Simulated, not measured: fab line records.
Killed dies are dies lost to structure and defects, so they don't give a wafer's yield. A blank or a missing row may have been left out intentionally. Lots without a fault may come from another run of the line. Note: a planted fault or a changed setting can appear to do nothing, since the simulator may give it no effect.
Which tool is to blame? -- flow gf180mcu -- 14 lots with 42 wafers sampled at 3 steps, on a route of 602 steps

== WHAT THE GAUGES SHOWED, per wafer ==
GF_POLY_GATE_CD_MEAS_10: the cd target is 280 nm.
lot,measured,on,cd_nm (nm)
L841,day 9 09:57,cd_sem-02,282.4 280.8 282.4
L842,day 9 15:49,cd_sem-02,279.1 278.4 278.2
L843,day 9 20:28,cd_sem-01,281.0 282.0 281.1
L844,day 10 05:45,cd_sem-02,279.1 279.9 279.2
L845,day 10 09:16,cd_sem-01,280.5 281.5 281.8
L846,day 10 13:41,cd_sem-02,278.8 278.8 278.4
L848,day 11 03:13,cd_sem-01,280.0 278.7 279.0
L850,day 11 17:41,cd_sem-02,279.2 279.1 278.7
L852,day 12 08:55,cd_sem-02,279.9 280.7 280.1
L856,day 13 11:46,cd_sem-02,281.2 280.2 281.2
L858,day 14 01:54,cd_sem-02,279.3 279.9 280.0
L860,day 14 20:04,cd_sem-02,282.0 281.8 282.1
L861,day 15 02:04,cd_sem-01,279.2 278.3 279.2
L863,day 15 17:06,cd_sem-01,280.3 282.0 280.8

GF_POLY_GATE_OVL_MEAS_11.
lot,measured,on,POLY_GATE_OVL (nm)
L841,day 9 10:04,overlay-01,1 -6 2
L842,day 9 15:55,overlay-01,7 4 11
L843,day 9 20:34,overlay-01,0 6 -8
L844,day 10 05:52,overlay-01,-3 1 -3
L845,day 10 09:23,overlay-02,-7 -7 1
L846,day 10 13:48,overlay-01,-5 0 -6
L848,day 11 03:19,overlay-01,4 -1 3
L850,day 11 17:47,overlay-01,2 6 12
L852,day 12 09:01,overlay-01,-6 -2 -6
L856,day 13 11:53,overlay-01,2 0 8
L858,day 14 01:59,overlay-01,1 7 3
L860,day 14 20:09,overlay-01,3 -1 4
L861,day 15 02:11,overlay-02,0 -1 0
L863,day 15 17:13,overlay-02,-3 5 -2

GF_HV_LDD_OVL_MEAS_20.
lot,measured,on,HV_LDD_01_OVL (nm)
L841,day 10 22:42,overlay-01,-1.4 0.6 -1.6
L842,day 11 05:47,overlay-02,-0.7 -0.5 -0.3
L843,day 11 10:11,overlay-01,-1.3 -1.4 -0.8
L844,day 11 20:35,overlay-01,2.2 0.9 3.0
L845,day 11 23:44,overlay-02,-2.9 -2.9 -3.1
L846,day 12 04:17,overlay-02,1.3 1.5 0.6
L848,day 12 18:41,overlay-01,0.2 -0.1 -1.1
L850,day 13 10:16,overlay-02,-1.3 0.6 0.3
L852,day 14 03:34,overlay-01,-0.3 0.1 -1.0
L856,day 15 07:52,overlay-01,0.0 1.2 0.9
L858,day 15 22:25,overlay-01,1.2 0.5 0.5
L860,day 16 18:28,overlay-02,1.2 0.9 -0.6
L861,day 17 00:12,overlay-02,-1.2 -0.6 -0.2
L863,day 17 17:14,overlay-02,-1.1 -1.0 -2.3

== TOOL THAT RAN EACH LOT (tool first, then ch and the chambers of the sampled wafers, then the start) ==
No process step before these readings appears in the record.

== WHAT THE TOOLS THEMSELVES READ (means of the sampled wafers that have a number; where no wafer has one, the mark that the record gives instead) ==
The record holds no such reading with a usual standard deviation.

== THE ANSWER, worked out from the rows above alone ==
Rule: the lots themselves supply what counts as usual. The widest of any qualifying gaps counts: lots, ordered by their means at a reading, are off when they make up no more than a third of the lots, leave a main group of 4 or more, and stand apart from it by 3 or more times the standard deviation of that group's means. A main group is skipped when, at the precision printed for the reading in the tables above, its means are all equal. Also off: a lot with no number at a reading for which 4 or more lots have one. Where the step has rows for the other lots, those lots are counted as sound. The gauges are gone through in route order, then the tools' own readings, and for those a lot's mean is taken as printed above. At the first step where some lot is off, the reading lying furthest off is the one used; lots without a number count as furthest.
None of the lots is off at any reading shown; this tells nothing.

== WHAT THE SIMULATOR PUT IN ==
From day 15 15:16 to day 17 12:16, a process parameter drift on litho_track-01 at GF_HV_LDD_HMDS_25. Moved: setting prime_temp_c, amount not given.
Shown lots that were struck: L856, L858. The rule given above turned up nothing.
